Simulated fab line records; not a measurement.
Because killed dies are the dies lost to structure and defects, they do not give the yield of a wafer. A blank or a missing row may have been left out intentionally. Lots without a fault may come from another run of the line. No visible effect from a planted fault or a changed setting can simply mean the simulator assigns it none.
Which of the tools did it? | flow sky130 | 10 lots with 30 wafers sampled at 3 steps, on a route of 708 steps

== WHAT EACH GAUGE READ, for each wafer ==
SKY_METAL5_RS_MEAS_05: uses a four-point probe to measure.
lot  | measured     | on            | METAL5_ALCU_RS (ohm/sq)
L177 | day 43 04:55 | film metro-03 | 0.02613 0.02636 0.02613
L178 | day 43 10:58 | film metro-04 | 0.02603 0.02621 0.02595
L182 | day 44 21:07 | film metro-04 | 0.0257 0.02593 0.0257
L184 | day 45 07:11 | film metro-02 | 0.02592 0.02582 0.02587
L185 | day 45 13:04 | film metro-04 | 0.02594 0.02579 0.02579
L186 | day 46 00:38 | film metro-03 | 0.0259 0.02589 0.02588
L189 | day 46 16:23 | film metro-03 | 0.01777 0.01786 0.01775
L190 | day 46 16:58 | film metro-02 | 0.02609 0.02583 0.02588
L192 | day 47 10:20 | film metro-03 | 0.0176 0.01778 0.01777
L197 | day 48 11:38 | film metro-02 | 0.02631 0.02581 0.02625

== WHAT TOOL EACH LOT RAN ON (gives the tool, then ch and the chambers of the sampled wafers, and finally the start) ==
lot  | SKY_METAL2_DESCUM_17              | SKY_METAL5_SPUTTER_02
L177 | rie metal-02 ch 1, day 35 12:41   | pvd sputter-04, day 43 04:47
L178 | rie metal-03 ch 0,1, day 35 21:14 | pvd sputter-04, day 43 10:48
L182 | rie metal-01 ch 0,1, day 37 09:43 | pvd sputter-03, day 44 20:58
L184 | rie metal-03 ch 0,1, day 38 00:13 | pvd sputter-01, day 45 07:05
L185 | rie metal-01 ch 0,1, day 38 06:49 | pvd sputter-01, day 45 12:53
L186 | rie metal-02 ch 0,1, day 38 20:40 | pvd sputter-01, day 46 00:31
L189 | rie metal-01 ch 0,1, day 39 13:46 | pvd sputter-01, day 46 16:17
L190 | rie metal-01 ch 0,1, day 39 16:07 | pvd sputter-03, day 46 16:49
L192 | rie metal-01 ch 0,1, day 40 12:07 | pvd sputter-01, day 47 10:13
L197 | rie metal-01 ch 0,1, day 41 18:43 | pvd sputter-04, day 48 11:31
- SKY_METAL2_DESCUM_17: chemistry O2, time 8 s.
- SKY_METAL5_SPUTTER_02: material AlCu, target thk 1150 nm, time 63.78 s.

== THE ANSWER, worked out from the rows above alone ==
Rule: the usual values come from the lots themselves. Put in order of their means at a reading, lots are off if they are a third of the lots or fewer, leave a main group of 4 or more, and stand apart from it by a gap of 3 or more times the standard deviation of the main group's means; of several such gaps the widest counts. A main group is skipped when, at the precision printed for the reading in the tables above, its means are all equal. Also off: a lot with no number at a reading for which 4 or more lots have one. All remaining lots with rows at the step are treated as sound.
Off: L189, L192, seen at SKY_METAL5_RS_MEAS_05 (METAL5_ALCU_RS). For the main group the mean is 0.02596 ohm/sq and the standard deviation 0.00014.
A tool fits if, at a process step before that reading, it ran every lot that is off, and no sound lot after the first of them. Those tools and the gauges at SKY_METAL5_RS_MEAS_05 are tried in the same way. This does not decide it: 2 tools fit, namely pvd sputter-01 at SKY_METAL5_SPUTTER_02 and film metro-03 at SKY_METAL5_RS_MEAS_05.

== WHAT THE SIMULATOR PUT IN ==
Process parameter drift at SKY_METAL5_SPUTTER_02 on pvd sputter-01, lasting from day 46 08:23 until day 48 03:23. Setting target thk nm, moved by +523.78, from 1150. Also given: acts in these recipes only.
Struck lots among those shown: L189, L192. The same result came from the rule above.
